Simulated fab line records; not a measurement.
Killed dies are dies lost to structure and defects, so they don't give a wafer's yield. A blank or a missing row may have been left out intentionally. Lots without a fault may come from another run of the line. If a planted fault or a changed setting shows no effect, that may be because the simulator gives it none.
Struck lot and sound lot, side by side	flow sky130	23 steps out of a route of 708
Sound: wafers L506.1, L506.5, L506.6. Wafers L516.2, L516.4, L516.6 were the ones struck. The cause comes at the end.
Per side, at each step with rows, come the tool, then ch with its chambers, and then its first start. Under that, the readings that differ: sound wafers	struck wafers	difference of the means	sigmas: that difference in standard deviations of wafers without a fault.
alike: same words and numbers on both sides, and readings whose means sit less than 2 such deviations apart. not compared: any withheld reading, any reading some wafer has no value for, any bound like >300 that may hide the same value, and any number with overlapping values for which the record gives no deviation.
A row with sigmas, a row that says differs or no value, or rows on one side alone: a step with any of these is where the two part. When numbers do not overlap yet have no deviation, they are printed without sigmas and do not part them. A reading that every wafer of one side lacks parts them only if that side has two wafers or more.

first, 5 steps without rows for these wafers: SKY_VT_ADJUST_NCORE_COAT_02 (resist thk 1140 nm); SKY_VT_ADJUST_NCORE_SOFTBAKE_03 (time 60 s); SKY_VT_ADJUST_NCORE_EXPOSE_04 (exposes mask LVTN COMPLEMENT THIN, target cd 380 nm); SKY_VT_ADJUST_NCORE_PEB_05; SKY_VT_ADJUST_NCORE_DEVELOP_06 (develop time 60 s).
SKY_VT_ADJUST_NCORE_CD_MEAS_07: target cd 380 nm.
  struck on cd sem-02, day 12 14:47; sound on cd sem-02, day 10 04:03
  alike: cd nm
SKY_VT_ADJUST_NCORE_OVL_MEAS_08:
  struck on overlay-02, day 12 14:53; sound on overlay-01, day 10 04:10
  alike: VT_ADJUST_NCORE_OVL
after that, 1 step had no rows for these wafers: SKY_VT_ADJUST_NCORE_IMPLANT_09.
SKY_VT_ADJUST_NCORE_STRIP_10: strips in O2/N2.
  sound on plasma asher-02 ch 0,1, day 10 04:22; struck on plasma asher-02 ch 0,1, day 12 15:04
  alike: drypump motor current A, oes product au, strip time to endpoint s
  not compared: rf hours counter h
SKY_VT_ADJUST_NCORE_TW_MEAS_11:
  struck on film metro-04, day 12 15:11; sound on film metro-01, day 10 04:28
  alike: VT_ADJUST_NCORE_TW
then, 2 steps without rows for these wafers: SKY_VT_ADJUST_HVTR_DEHYDRATE_00 (time 60 s); SKY_VT_ADJUST_HVTR_HMDS_01 (prime time 60 s).
SKY_VT_ADJUST_HVTR_COAT_02: resist thk 1140 nm.
  sound on litho track-03 ch 0, day 10 16:20; struck on litho track-03 ch 0, day 13 03:19
reading	sound	struck	difference	sigmas
model.NOVOLAK_of_VT_ADJUST_HVTR_COAT_02.thk nm (nm)	1143 1139 1145	1158 1153 1159	+14	
  alike: chill plate temp C, dispense pressure kPa
then, 3 steps without rows for these wafers: SKY_VT_ADJUST_HVTR_SOFTBAKE_03 (time 60 s); SKY_VT_ADJUST_HVTR_EXPOSE_04 (exposes mask HVTRM, target cd 380 nm); SKY_VT_ADJUST_HVTR_PEB_05.
SKY_VT_ADJUST_HVTR_DEVELOP_06: develop time 60 s.
  sound on litho track-02 ch 0, day 11 03:04; struck on litho track-04 ch 0, day 13 15:38
reading	sound	struck	difference	sigmas
chill plate temp C (C)	23.11 23.27 23.11	22.90 22.88 22.89	-0.27	-2
model.NOVOLAK_of_VT_ADJUST_HVTR_COAT_02.thk nm (nm)	1142 1139 1145	1158 1152 1159	+14	
SKY_VT_ADJUST_HVTR_CD_MEAS_07: target cd 380 nm.
  struck on cd sem-02, day 13 15:46; sound on cd sem-02, day 11 03:13
reading	sound	struck	difference	sigmas
cd nm (nm)	380.6 383.3 381.6	377.1 376.4 376.0	-5.3	-3
SKY_VT_ADJUST_HVTR_OVL_MEAS_08:
  struck on overlay-02, day 13 15:53; sound on overlay-01, day 11 03:20
  alike: VT_ADJUST_HVTR_OVL
after that, 1 step had no rows for these wafers: SKY_VT_ADJUST_HVTR_IMPLANT_09.
SKY_VT_ADJUST_HVTR_STRIP_10: strips in O2/N2.
  sound on plasma asher-04 ch 0,1, day 11 03:31; struck on plasma asher-02 ch 1, day 13 16:04
reading	sound	struck	difference	sigmas
strip time to endpoint s (s)	14.20 14.17 14.24	14.37 14.32 14.36	+0.15	+4
  alike: drypump motor current A, oes product au
  not compared: rf hours counter h
SKY_VT_ADJUST_HVTR_TW_MEAS_11:
  struck on film metro-03, day 13 16:10; sound on film metro-04, day 11 03:37
  alike: VT_ADJUST_HVTR_TW
after that, 1 step had no rows for these wafers: SKY_PAD_OPEN_PROBE_99.

WHERE THEY PART
Earliest at SKY_VT_ADJUST_HVTR_DEVELOP_06; latest, in this record, at SKY_VT_ADJUST_HVTR_STRIP_10. Later steps at which nothing parts them and some readings are alike: SKY_VT_ADJUST_HVTR_TW_MEAS_11.

WHY: the cause the simulator had injected
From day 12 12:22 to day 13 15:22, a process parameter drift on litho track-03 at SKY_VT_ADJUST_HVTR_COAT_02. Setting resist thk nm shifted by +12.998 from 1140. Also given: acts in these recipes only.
